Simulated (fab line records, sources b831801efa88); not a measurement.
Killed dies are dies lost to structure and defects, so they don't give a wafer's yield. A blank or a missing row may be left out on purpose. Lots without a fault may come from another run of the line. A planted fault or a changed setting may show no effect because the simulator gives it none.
A struck lot beside a sound one | flow sky130 | 18 steps out of a route of 708
Sound: wafers L550.2, L550.3, L550.4. Struck: wafers L542.1, L542.3, L542.6. The cause comes at the end.
At each step with rows: each side's tool, then ch and its chambers, then its first start. Under that, the readings that differ: sound wafers | struck wafers | difference of the means | sigmas: that difference in standard deviations of wafers without a fault.
alike: readings whose means differ by less than 2 such deviations, and words and numbers that are the same on both sides. not compared: withheld readings, readings that some wafer has no value for, bounds like >300 that may hide the same value, and numbers for which the record gives no deviation and whose values overlap.
The two part at a step that has a row with sigmas, a row that says differs or no value, or rows on one side only. Numbers that don't overlap but have no deviation are shown without sigmas and don't part them. A reading that every wafer of one side lacks parts them only if that side has two wafers or more.

first, 3 steps without rows for these wafers: SKY_SD_P_EXPOSE_04 (exposes mask PSDM, target cd 380 nm); SKY_SD_P_PEB_05; SKY_SD_P_DEVELOP_06 (develop time 60 s).
SKY_SD_P_CD_MEAS_07: target cd 380 nm.
  sound on cd_sem-01, day 31 23:13; struck on cd_sem-01, day 29 04:26
  alike: cd_nm
SKY_SD_P_OVL_MEAS_08:
  sound on overlay-02, day 31 23:19; struck on overlay-02, day 29 04:34
  alike: SD_P_OVL
then, 1 step without rows for these wafers: SKY_SD_P_IMPLANT_09.
SKY_SD_P_STRIP_10: strips in O2/N2.
  sound on plasma_asher-04 ch 0,1, day 31 23:30; struck on plasma_asher-04 ch 0,1, day 29 04:45
  alike: drypump_motor_current_A, oes_product_au, strip_time_to_endpoint_s
  not compared: rf_hours_counter_h
SKY_SD_P_TW_MEAS_11:
  sound on film_metro-01, day 31 23:37; struck on film_metro-03, day 29 04:51
  reading | sound          | struck         | difference | sigmas
  SD_P_TW | 2873 2857 2885 | 2770 2758 2774 | -104       | -2
then, 4 steps without rows for these wafers: SKY_RES_XHIGH_DEHYDRATE_00 (time 60 s); SKY_RES_XHIGH_HMDS_01 (prime time 60 s); SKY_RES_XHIGH_COAT_02 (resist thk 1140 nm); SKY_RES_XHIGH_SOFTBAKE_03 (time 60 s).
SKY_RES_XHIGH_EXPOSE_04: exposes mask URPM, target cd 1270 nm.
  sound on iline_stepper-02 ch 0, day 32 12:58; struck on iline_stepper-02, day 29 18:00
  no value came back on the struck wafers for exposure_dose_mJ_cm2, focus_offset_nm (nm); on the sound wafers exposure_dose_mJ_cm2 reads 140.19 140.29 140.33
  alike: mask
then, 3 steps without rows for these wafers: SKY_RES_XHIGH_PEB_05; SKY_RES_XHIGH_DEVELOP_06 (develop time 60 s); SKY_RES_XHIGH_IMPLANT_07.
SKY_RES_XHIGH_STRIP_08: strips in O2/N2.
  sound on plasma_asher-02 ch 0,1, day 33 01:56; struck on plasma_asher-03 ch 0,1, day 30 07:50
  reading                     | sound       | struck      | difference | sigmas
  drypump_motor_current_A (A) | 6.8 6.8 6.1 | 5.8 5.3 5.3 | -1.1       | -2
  alike: oes_product_au, strip_time_to_endpoint_s
  not compared: rf_hours_counter_h
SKY_RES_XHIGH_TW_MEAS_09:
  sound on film_metro-04, day 33 02:03; struck on film_metro-04, day 30 08:10
  reading      | sound          | struck   | difference | sigmas
  RES_XHIGH_TW | 1642 1640 1650 | 30 30 30 | -1614      | -81
  not compared: hold

WHERE THEY PART
First at SKY_SD_P_TW_MEAS_11; last, within this record, at SKY_RES_XHIGH_TW_MEAS_09.

WHY: what the simulator had put in
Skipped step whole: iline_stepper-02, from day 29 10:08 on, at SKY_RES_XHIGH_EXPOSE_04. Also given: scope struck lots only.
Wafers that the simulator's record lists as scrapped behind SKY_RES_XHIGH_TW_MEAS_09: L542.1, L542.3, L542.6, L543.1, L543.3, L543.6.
